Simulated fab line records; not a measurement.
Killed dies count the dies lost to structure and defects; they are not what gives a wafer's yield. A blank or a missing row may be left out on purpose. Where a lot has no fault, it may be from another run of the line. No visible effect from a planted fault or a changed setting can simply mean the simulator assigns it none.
Problem report, 8D (eight disciplines) form, completed by code | flow gf180mcu | the parts of the form that need people (team, actions taken, sign-off) are left out

1. PROBLEM STATEMENT
Wafers free of any fault read 49.7 nm (standard deviation 0.71) for SAB_CVD_00_THK at GF_SAB_THK_MEAS_01, against a mean of 65.3 nm on 3 wafers of 2 lots. That puts it +22 standard deviations away from the usual mean.
The first sign was on wafer L178.1 at day 18 05:41, on filmMetro-03. The record holds 42 wafers of 14 lots with a number at this step. By rule, "out" or "out of limits" means more than 4 standard deviations away from the usual mean. All remaining wafers that have a number are taken as sound.

2. WHAT IT IS, WHAT IT ISN'T
question                    | is                         | is not
which readings at this step | SAB_CVD_00_THK             | -
which lots                  | L178, L179                 | L167, L168, L169, L170, L172, L177, L181, L183, L186, L187, L188, L190
which wafers of those lots  | L178.1, L178.5, L179.1     | L178.2, L179.3, L179.4
read on which gauges        | filmMetro-02, filmMetro-03 | filmMetro-04
when                        | from day 18 05:41          | up to then (19 sound wafers); but 20 sound wafers of L179, L181, L183, L186, L187, L188, L190 came after

3. WHAT RULES OUT EACH SUSPECT
Counting: a tool at a process step up to the reading stays a suspect if it ran every lot that is out. Sound lots after the first of them don't rule it out here, since some wafers of a struck lot are sound.
- the gauge at GF_SAB_THK_MEAS_01 is ruled out. Those wafers that are out were read across 2 gauges (filmMetro-02, filmMetro-03).
- pecvd-01 at GF_SAB_CVD_00 (deposits SiO2 from TEOS, target thk 50 nm, time 4.9302 s): kept. It ran every lot that is out, first L178 (day 18 05:40).
- pecvd-01, GF_SAB_CVD_00: wafers that are out in chamber 0, sound lot-mates in chambers 1, 2.
After counting, what remains is pecvd-01 at GF_SAB_CVD_00.

4. THE CAUSE (what the simulator had put in)
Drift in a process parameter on pecvd-01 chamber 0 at GF_SAB_CVD_00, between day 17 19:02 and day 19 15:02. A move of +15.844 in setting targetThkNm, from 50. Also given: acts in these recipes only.
This tool alone remained once counting was done.

5. THE CHAIN OF EFFECTS, in route order
One row per reading whose mean, taken over the struck wafers that have a number, lies over 3 standard deviations from the usual. Readings are gone through only where the record gives a usual standard deviation; hours: the median, over the lots, of the time from a lot's start at the first step in this table giving one to that lot's start at this step; sigmas: the change measured in usual standard deviations.
hours | step               | reading        | usual   | on struck wafers | change | sigmas
0     | GF_SAB_THK_MEAS_01 | SAB_CVD_00_THK | 49.7 nm | 65.3             | +15.6  | +22
Later measuring or inspecting steps at which every struck wafer that the step has a row for has a number for every such reading, and none has moved that far: GF_CONTACT_BOW_MEAS_05.

6. WHAT WOULD HAVE CAUGHT IT SOONER
Counted from the fault's start at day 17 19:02, it took 11 hours until the first out-of-limits reading at a measuring or inspecting step in this record, taken at day 18 05:41.
Of the tool readings at GF_SAB_CVD_00 for which the record gives a usual standard deviation, none was out on any struck wafer, so an alarm limit of 4 standard deviations on them would not have fired.
Of the lots that are out (2), L179 began GF_SAB_CVD_00 on pecvd-01 after day 18 05:41. Putting the tool on hold at that point would have spared it.
